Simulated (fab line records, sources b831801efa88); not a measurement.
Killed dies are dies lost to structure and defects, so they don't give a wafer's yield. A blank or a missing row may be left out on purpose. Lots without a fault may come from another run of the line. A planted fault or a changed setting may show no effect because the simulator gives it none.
One fault seen from 2 desks | flow sky130 | each desk has only its own numbers; what lay behind them comes last

THE METROLOGY DESK
What the gauges read, lot by lot, whatever tool the lot ran on: means of the sampled wafers that have a number. A lot is out of limits, marked OUT, if its mean lies more than 4 standard deviations from the usual mean; the brackets give that distance.
Columns: A = METAL2_ALCU_RS at SKY_METAL2_RS_MEAS_05, usual 0.1271 ohm/sq; B = METAL2_ALCU_THK at SKY_METAL2_THK_MEAS_06, usual 251 nm; C = cd_nm at SKY_METAL2_CD_MEAS_15, usual 139.8 nm
lot  | first seen here | A      | B   | C
L969 | day 34 15:53    | 0.1303 | 247 | 139.3
L976 | day 36 14:38    | 0.1254 | 254 | 137.4
L981 | day 38 08:10    | 0.1266 | 250 | -
L982 | day 38 17:08    | 0.1270 | 252 | -
L986 | day 39 20:23    | 0.1261 | 253 | 139.5
L991 | day 40 22:55    | 0.1287 | 249 | 144.3
This desk's finding: nothing out of limits on any of the 6 lots.

THE TOOL OWNER'S DESK: litho_track-03
The tool's own readings at SKY_METAL2_DEVELOP_14 (develop time 60 s): means of the sampled wafers that have a number, for each lot that ran on this tool. A lot is out of limits, marked OUT, if its mean lies more than 4 standard deviations from the usual mean; the brackets give that distance.
Columns: A = chill_plate_temp_C at SKY_METAL2_DEVELOP_14, usual 22.99 C; B = developer_temp_C at SKY_METAL2_DEVELOP_14, usual 20.98 C
lot  | first seen here | A     | B
L969 | day 35 18:00    | 23.07 | 20.93
L991 | day 41 23:00    | 22.92 | 20.98
This desk's finding: nothing out of limits on any of the 2 lots.

PUT TOGETHER
The metrology desk saw nothing out of limits.
The tool owner's desk saw nothing out of limits.

WHAT THE SIMULATOR HAD PUT IN
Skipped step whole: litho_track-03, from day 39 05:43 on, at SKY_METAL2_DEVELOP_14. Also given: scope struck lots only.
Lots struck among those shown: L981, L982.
